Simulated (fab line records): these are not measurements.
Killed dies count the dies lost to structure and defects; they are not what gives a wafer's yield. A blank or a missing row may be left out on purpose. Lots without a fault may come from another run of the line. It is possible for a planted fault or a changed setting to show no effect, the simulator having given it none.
Which of the tools did it? / flow gf180mcu / 15 lots, 45 wafers sampled, at 3 steps of a route of 602

== WHAT THE GAUGES SHOWED, per wafer ==
GF_V5_BOW_MEAS_05.
lot=L991; measured=day 26 14:25; on=film metro-01; V5_BOW (um)=140 131 110
lot=L992; measured=day 26 18:11; on=film metro-03; V5_BOW (um)=128 118 143
lot=L993; measured=day 27 02:28; on=film metro-02; V5_BOW (um)=150 154 138
lot=L994; measured=day 27 02:48; on=film metro-03; V5_BOW (um)=140 133 137
lot=L995; measured=day 27 23:35; on=film metro-01; V5_BOW (um)=128 118 116
lot=L996; measured=day 28 04:16; on=film metro-01; V5_BOW (um)=143 131 150
lot=L997; measured=day 28 15:09; on=film metro-01; V5_BOW (um)=145 166 145
lot=L998; measured=day 29 02:37; on=film metro-03; V5_BOW (um)=137 137 137
lot=L999; measured=day 29 10:09; on=film metro-02; V5_BOW (um)=127 122 134
lot=L100; measured=day 29 13:44; on=film metro-01; V5_BOW (um)=126 140 147
lot=L104; measured=day 30 13:29; on=film metro-02; V5_BOW (um)=150 136 140
lot=L106; measured=day 30 23:03; on=film metro-01; V5_BOW (um)=156 144 151
lot=L108; measured=day 31 13:11; on=film metro-03; V5_BOW (um)=137 147 142
lot=L111; measured=day 32 03:30; on=film metro-01; V5_BOW (um)=150 136 129
lot=L112; measured=day 32 09:40; on=film metro-01; V5_BOW (um)=144 128 134

GF_V5_RS_MEAS_24: the measuring method here is four-point-probe.
lot=L991; measured=day 27 12:06; on=film metro-01; V5_W_RS (ohm/sq)=0.326 0.327 0.329
lot=L992; measured=day 27 15:25; on=film metro-01; V5_W_RS (ohm/sq)=0.330 0.324 0.325
lot=L993; measured=day 28 00:14; on=film metro-01; V5_W_RS (ohm/sq)=0.325 0.320 0.318
lot=L994; measured=day 28 00:15; on=film metro-02; V5_W_RS (ohm/sq)=0.335 0.328 0.334
lot=L995; measured=day 28 19:53; on=film metro-01; V5_W_RS (ohm/sq)=0.323 0.325 0.328
lot=L996; measured=day 29 00:53; on=film metro-01; V5_W_RS (ohm/sq)=0.323 0.333 0.335
lot=L997; measured=day 29 10:31; on=film metro-03; V5_W_RS (ohm/sq)=0.323 0.330 0.325
lot=L998; measured=day 29 22:55; on=film metro-01; V5_W_RS (ohm/sq)=0.333 0.328 0.335
lot=L999; measured=day 30 05:43; on=film metro-01; V5_W_RS (ohm/sq)=0.333 0.334 0.330
lot=L100; measured=day 30 09:16; on=film metro-01; V5_W_RS (ohm/sq)=0.328 0.320 0.327
lot=L104; measured=day 31 07:52; on=film metro-01; V5_W_RS (ohm/sq)=0.329 0.330 0.323
lot=L106; measured=day 31 17:23; on=film metro-02; V5_W_RS (ohm/sq)=0.329 0.324 0.327
lot=L108; measured=day 32 07:08; on=film metro-01; V5_W_RS (ohm/sq)=0.331 0.325 0.330
lot=L111; measured=day 32 21:19; on=film metro-03; V5_W_RS (ohm/sq)=0.326 0.323 0.328
lot=L112; measured=day 33 03:05; on=film metro-02; V5_W_RS (ohm/sq)=0.328 0.330 0.332

== TOOL THAT RAN EACH LOT (tool first, then ch and the chambers of the sampled wafers, then the start) ==
lot=L991; GF_DUAL_GATE_CLEAN_14=wet bench-04 ch 3, day 8 16:29
lot=L992; GF_DUAL_GATE_CLEAN_14=wet bench-01 ch 1, day 8 20:53
lot=L993; GF_DUAL_GATE_CLEAN_14=wet bench-04 ch 2, day 8 22:27
lot=L994; GF_DUAL_GATE_CLEAN_14=wet bench-04 ch 2, day 8 23:52
lot=L995; GF_DUAL_GATE_CLEAN_14=wet bench-01 ch 3, day 9 20:05
lot=L996; GF_DUAL_GATE_CLEAN_14=wet bench-01 ch 3, day 9 23:55
lot=L997; GF_DUAL_GATE_CLEAN_14=wet bench-04 ch 2, day 10 05:28
lot=L998; GF_DUAL_GATE_CLEAN_14=wet bench-01 ch 1, day 10 15:26
lot=L999; GF_DUAL_GATE_CLEAN_14=wet bench-03 ch 3, day 11 02:32
lot=L100; GF_DUAL_GATE_CLEAN_14=wet bench-04 ch 1, day 11 07:52
lot=L104; GF_DUAL_GATE_CLEAN_14=wet bench-03 ch 2, day 12 06:05
lot=L106; GF_DUAL_GATE_CLEAN_14=wet bench-03 ch 3, day 12 18:41
lot=L108; GF_DUAL_GATE_CLEAN_14=wet bench-03 ch 2, day 13 07:07
lot=L111; GF_DUAL_GATE_CLEAN_14=wet bench-04 ch 0, day 14 01:43
lot=L112; GF_DUAL_GATE_CLEAN_14=wet bench-01 ch 1, day 14 10:22
- GF_DUAL_GATE_CLEAN_14: cleans in SC1/SC2, time 150 s.

== AS READ BY THE TOOLS THEMSELVES (means over the sampled wafers that have a number; for cases with no such wafer, the mark the record gives instead) ==
GF_DUAL_GATE_CLEAN_14.
lot=L991; tool=wet bench-04; bath heat duty pct (%)=14.8
lot=L992; tool=wet bench-01; bath heat duty pct (%)=14.6
lot=L993; tool=wet bench-04; bath heat duty pct (%)=13.0
lot=L994; tool=wet bench-04; bath heat duty pct (%)=13.8
lot=L995; tool=wet bench-01; bath heat duty pct (%)=15.2
lot=L996; tool=wet bench-01; bath heat duty pct (%)=15.5
lot=L997; tool=wet bench-04; bath heat duty pct (%)=13.6
lot=L998; tool=wet bench-01; bath heat duty pct (%)=14.4
lot=L999; tool=wet bench-03; bath heat duty pct (%)=12.1
lot=L100; tool=wet bench-04; bath heat duty pct (%)=12.0
lot=L104; tool=wet bench-03; bath heat duty pct (%)=13.6
lot=L106; tool=wet bench-03; bath heat duty pct (%)=12.2
lot=L108; tool=wet bench-03; bath heat duty pct (%)=12.7
lot=L111; tool=wet bench-04; bath heat duty pct (%)=14.7
lot=L112; tool=wet bench-01; bath heat duty pct (%)=13.8

== THE ANSWER, worked out from the rows above alone ==
Rule: the lots themselves supply what counts as usual. The widest of any qualifying gaps counts: lots, ordered by their means at a reading, are off when they make up no more than a third of the lots, leave a main group of 4 or more, and stand apart from it by 3 or more times the standard deviation of that group's means. The tables above print the reading to a certain number of digits; a main group whose means all agree to those digits is not used. Also off: a lot with no number at a reading for which 4 or more lots have one. Where the step has rows for the other lots, those lots are counted as sound. The gauges are gone through in route order, then the tools' own readings, and for those a lot's mean is taken as printed above. The first step at which some lot is off is used, and at that step the reading that is off furthest; a lot without a number counts as furthest.
No lot is off on any of the readings shown, so nothing can be concluded from this.

== WHAT THE SIMULATOR HAD INSERTED ==
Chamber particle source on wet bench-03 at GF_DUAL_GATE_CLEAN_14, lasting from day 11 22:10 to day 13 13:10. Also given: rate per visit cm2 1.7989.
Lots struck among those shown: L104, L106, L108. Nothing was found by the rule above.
